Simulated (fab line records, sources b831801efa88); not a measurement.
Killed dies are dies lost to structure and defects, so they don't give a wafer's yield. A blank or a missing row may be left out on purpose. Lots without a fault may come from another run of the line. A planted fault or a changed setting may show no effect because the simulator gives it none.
fab line records | flow sky130 | part 2 of 2: steps 42 to 42 of 42
record lots=5 wafers=15 last_day=50
route steps=708 shown GATE_OXIDE@192 POLY_GATE@204 RES_PROTECT@206 PAD_OPEN@708
lots that met no fault: from a run of the same line without faults
start_h: hours from the record's first day to the start of the lot's first wafer shown | wait_h: hours since the lot's step before | " the same as in the row above | L1.1+2: a row that stands for several wafers | - no value, or no start given | * or withheld: withheld | < > ~ a bound
route shown NAME@n: a module of which the file shows steps, and the number in the route of the first | usual: mean/standard deviation of fault-free wafers | same: alike in all rows | chamber/n: place in a boat | sites: the reading at each site | _std_site: their standard deviation | _edge_site: outer sites' mean less inner sites' | radius_mm: how far each site lies from the wafer's centre | mask NAME#n: copy n | behind: the tool/chamber that last shaped the wafer | hold: why the lot was held/for how many hours/how that ended | device: the transistor (n, p or np) that didn't switch | end of line: the same wafers' tests at the end of the route | a step without rows: its recipe alone | killed: dies lost to structure and defects at the first sort, not the wafer's yield | map: a wafer's dies, x killed, . not, _ none there
set.NAME: the setting as run; set.NAME@STEP: as run at that earlier step | model.NAME: the simulator's own value behind a step, which no gauge read
lots at some steps of the route; a table a step, a row a wafer
services: from which hour (start_h, from the record's first day; less than 0 if before it) a tool's chamber was out of use, for how many hours, and why
## steps
# step SKY_PAD_OPEN_PROBE_99
# usual killed_at_M0_to_M3=44/7 killed_at_M4_up=3.0/1.8 killed_at_contacts=24/4.9 killed_at_front_end=15/5 killed_at_other=0.2/0.53 killed_dies=87/8.7 killed_open=48/6.8 killed_short=39/5.7
# same gross_dies=492 killed_at_back_side=0
# columns lot.wafer tool chamber start_h wait_h killed_at_M0_to_M3 killed_at_M4_up killed_at_contacts killed_at_front_end killed_at_other killed_dies killed_open killed_short model.etest.res_high_po.line_ohm_um model.etest.res_poly.line_ohm_um model.etest.tip_sonos.rs_ohm_sq model.etest.res_high_po.rs_ohm_sq model.etest.res_poly.rs_ohm_sq model.etest.cap_li_to_poly.c_af_um2
L345.1 prober-01 - 1087.70 0.1 44 5 31 15 0 95 55 40 778.6 521.9 2662 275 49.92 96.34
L345.2 prober-01 - 1087.75 0.1 46 5 24 8 0 83 54 29 764.3 522.2 2657 264.6 49.23 99.18
L345.4 prober-01 - 1087.85 0.2 40 0 27 11 0 78 45 33 763.7 525.2 2663 273.1 50.1 99.86
L346.1 prober-02 - 1096.25 0.1 53 3 30 12 2 100 56 44 763.7 522.9 2701 267.5 49.19 96.33
L346.4 prober-02 - 1096.40 0.2 52 2 27 14 0 95 52 43 774.6 536 2683 269.8 49.15 98.36
L346.6 prober-02 - 1096.50 0.2 45 1 24 17 1 88 50 38 772.4 540.2 2694 269.3 49.22 97.79
L355.3 prober-02 - 1145.07 0.2 36 3 19 8 2 68 40 28 900.6 626 2637 319.7 59.5 89.38
L355.4 prober-02 - 1145.12 0.2 35 3 29 9 1 77 33 44 931.7 645.5 2586 318.8 59.2 89.51
L355.6 prober-02 - 1145.22 0.2 48 5 26 14 0 93 57 36 895.9 612.1 2643 310.1 57.77 91.28
L365.1 prober-01 - 1194.78 0.1 53 3 31 18 0 105 63 42 735 496.3 2662 260.5 49.03 103.1
L365.5 prober-01 - 1194.98 0.2 55 5 25 10 1 96 57 39 752.8 517 2628 266.3 48.9 97.99
L365.6 prober-01 - 1195.03 0.2 47 4 24 17 0 92 51 41 750 519.3 2659 262.2 49.07 96.83
L366.2 prober-02 - 1199.54 0.1 49 2 18 9 0 78 47 31 747.6 508.1 2743 261.2 47.79 96.46
L366.5 prober-02 - 1199.69 0.2 35 1 33 13 0 82 50 32 757.1 501.4 2685 264.2 48.53 98.55
L366.6 prober-02 - 1199.74 0.2 41 1 25 18 0 85 52 33 753.2 507.1 2701 261.4 48.17 96.69
# killed by level:class
L345.1 VIA1:geometric_particle:open=18 LI_CONTACT:geometric_particle:open=12 CONTACT:geometric_particle:open=6 LOCAL_INTERCONNECT:geometric_particle:short=5 VIA1:geometric_particle:short=5 POLY_GATE:geometric_particle:short=4 LI_CONTACT:geometric_particle:short=4 METAL1:geometric_particle:short=4
L345.2 CONTACT:geometric_particle:open=11 VIA1:geometric_particle:open=10 VIA2:geometric_particle:open=9 VIA3:geometric_particle:open=8 LI_CONTACT:geometric_particle:open=5 FIELD_ISO:geometric_particle:open=4 VIA3:geometric_particle:short=4 POLY_GATE:geometric_particle:open=3
L345.4 LI_CONTACT:geometric_particle:open=10 VIA1:geometric_particle:open=8 CONTACT:geometric_particle:open=7 LOCAL_INTERCONNECT:geometric_particle:short=5 METAL1:geometric_particle:short=5 METAL2:geometric_particle:short=5 VIA2:geometric_particle:open=5 POLY_GATE:geometric_particle:open=4
L346.1 VIA1:geometric_particle:open=13 VIA3:geometric_particle:open=11 CONTACT:geometric_particle:open=9 LI_CONTACT:geometric_particle:open=8 METAL1:geometric_particle:short=8 CONTACT:geometric_particle:short=7 POLY_GATE:geometric_particle:short=5 VIA1:geometric_particle:short=5
L346.4 CONTACT:geometric_particle:open=15 VIA1:geometric_particle:open=14 METAL2:geometric_particle:short=8 METAL1:geometric_particle:short=6 VIA2:geometric_particle:open=6 CONTACT:geometric_particle:short=5 VIA1:geometric_particle:short=5 FIELD_ISO:geometric_particle:short=4
L346.6 CONTACT:geometric_particle:open=11 METAL1:geometric_particle:short=11 VIA1:geometric_particle:open=10 FIELD_ISO:geometric_particle:open=7 CONTACT:geometric_particle:short=6 METAL2:geometric_particle:short=6 POLY_GATE:geometric_particle:open=5 VIA3:geometric_particle:open=5
L355.3 CONTACT:geometric_particle:open=8 VIA2:geometric_particle:open=7 LI_CONTACT:geometric_particle:open=6 METAL1:geometric_particle:short=5 METAL2:geometric_particle:open=5 VIA1:geometric_particle:open=4 FIELD_ISO:geometric_particle:open=4 METAL2:geometric_particle:short=4
L355.4 CONTACT:geometric_particle:open=9 CONTACT:geometric_particle:short=8 VIA1:geometric_particle:open=6 METAL1:geometric_particle:short=5 LI_CONTACT:geometric_particle:open=5 METAL2:geometric_particle:short=5 VIA3:geometric_particle:short=5 LOCAL_INTERCONNECT:geometric_particle:short=4
L355.6 VIA1:geometric_particle:open=15 CONTACT:geometric_particle:open=12 VIA1:geometric_particle:short=9 VIA2:geometric_particle:open=8 LI_CONTACT:geometric_particle:open=7 FIELD_ISO:geometric_particle:open=5 METAL1:geometric_particle:short=5 CONTACT:geometric_particle:short=4
L365.1 CONTACT:geometric_particle:open=13 VIA1:geometric_particle:open=10 VIA3:geometric_particle:open=10 LI_CONTACT:geometric_particle:open=8 VIA2:geometric_particle:open=8 POLY_GATE:geometric_particle:short=6 VIA1:geometric_particle:short=6 LOCAL_INTERCONNECT:geometric_particle:short=5
L365.5 VIA2:geometric_particle:open=11 VIA1:geometric_particle:open=10 CONTACT:geometric_particle:open=9 METAL1:geometric_particle:short=8 LI_CONTACT:geometric_particle:open=6 VIA1:geometric_particle:short=6 CONTACT:geometric_particle:short=5 VIA3:geometric_particle:open=4
L365.6 VIA1:geometric_particle:open=10 VIA3:geometric_particle:open=8 LI_CONTACT:geometric_particle:open=7 VIA1:geometric_particle:short=7 CONTACT:geometric_particle:short=6 CONTACT:geometric_particle:open=6 VIA2:geometric_particle:open=6 POLY_GATE:geometric_particle:open=4
L366.2 VIA1:geometric_particle:open=10 VIA3:geometric_particle:open=8 VIA2:geometric_particle:open=7 METAL2:geometric_particle:short=6 LI_CONTACT:geometric_particle:open=5 CONTACT:geometric_particle:open=5 VIA3:geometric_particle:short=5 VIA2:geometric_particle:short=4
L366.5 CONTACT:geometric_particle:open=11 LI_CONTACT:geometric_particle:open=9 LOCAL_INTERCONNECT:geometric_particle:short=8 VIA1:geometric_particle:open=8 VIA2:geometric_particle:open=6 FIELD_ISO:geometric_particle:open=4 VIA1:geometric_particle:short=4 METAL1:geometric_particle:short=4
L366.6 VIA1:geometric_particle:open=12 CONTACT:geometric_particle:open=11 VIA2:geometric_particle:open=8 CONTACT:geometric_particle:short=6 POLY_GATE:geometric_particle:short=5 LI_CONTACT:geometric_particle:open=5 METAL1:geometric_particle:short=5 VIA3:geometric_particle:short=5
## services
# columns tool chamber start_h hours kind
plasma_asher-02 - 296.30 1.1 repair
rie_diel-04 2 297.99 9.4 repair
rie_diel-03 3 301.47 4.3 repair
rie_diel-03 0 310.90 - clean
rie_diel-04 2 319.26 7.2 repair
rie_si-02 1 325.92 10.3 repair
rie_si-02 0 327.76 5.4 repair
rie_si-02 - 329.94 0.2 repair
rie_diel-03 1 334.30 3.7 repair
rie_diel-03 2 335.61 6.9 repair
rie_diel-04 1 401.89 6.1 repair
rie_diel-04 - 402.33 10.0 pm
rie_diel-03 0 402.53 3.5 repair
plasma_asher-04 - 421.25 9.0 pm
rie_diel-03 1 429.93 1.2 repair
rie_diel-04 3 460.77 9.6 repair
plasma_asher-01 - 464.44 0.6 repair
plasma_asher-02 - 490.29 15.6 pm
rie_diel-03 - 508.56 2.0 repair
plasma_asher-02 - 519.09 1.8 repair
rie_si-02 1 523.09 5.9 repair
wet_bench-03 - 525.42 5.8 repair
rie_diel-03 2 528.93 2.4 repair
plasma_asher-01 - 560.41 15.6 pm
## key
first_sign step=SKY_POLY_GATE_CVD_00 reading=spike_tc_centre_C direction=down sigmas=8.9 usual=620.3 struck=611.3
effect step=SKY_POLY_GATE_CVD_00 reading=spike_tc_lower_C direction=down sigmas=8.2 usual=621.5 struck=613.1
effect step=SKY_POLY_GATE_THK_MEAS_01 reading=POLY_GATE_CVD_00_THK direction=down sigmas=18 usual=179.7 struck=146.1
effect step=SKY_POLY_GATE_ETCH_17 reading=oes_product_au direction=down sigmas=15 usual=0.982 struck=0.859
model_effect step=SKY_POLY_GATE_CVD_00 value=poly-Si_of_POLY_GATE_CVD_00.thk_nm without=179.3 struck=146.1
model_effect step=SKY_RES_PROTECT_CLEAN_09 value=poly-Si_of_POLY_GATE_CVD_00.thk_nm without=178.7 struck=145.5
model_effect step=SKY_POLY_GATE_ETCH_17 value=etch.depth_nm without=177.5 struck=145.5
model_effect step=SKY_PAD_OPEN_PROBE_99 value=etest.res_high_po.line_ohm_um without=754.9 struck=909.4
met_at SKY_POLY_GATE_CVD_00
struck_wafers L355.3,L355.4,L355.6
tester_left_out L355
onset_between 340.40 409.36
fault kind=process_parameter_drift tool=lpcvd-01 chamber=0 onset_h=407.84 steps=SKY_POLY_GATE_CVD_00 channel=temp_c offset=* shape=step end_h=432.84 stated=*
# tester_left_out: of these lots the tester's yield and bins aren't shown, on N5 and GAA mostly nor the transistor test; their killed dies are dies lost to structure and defects alone, not to doping, threshold or leakage, so they don't give the yield
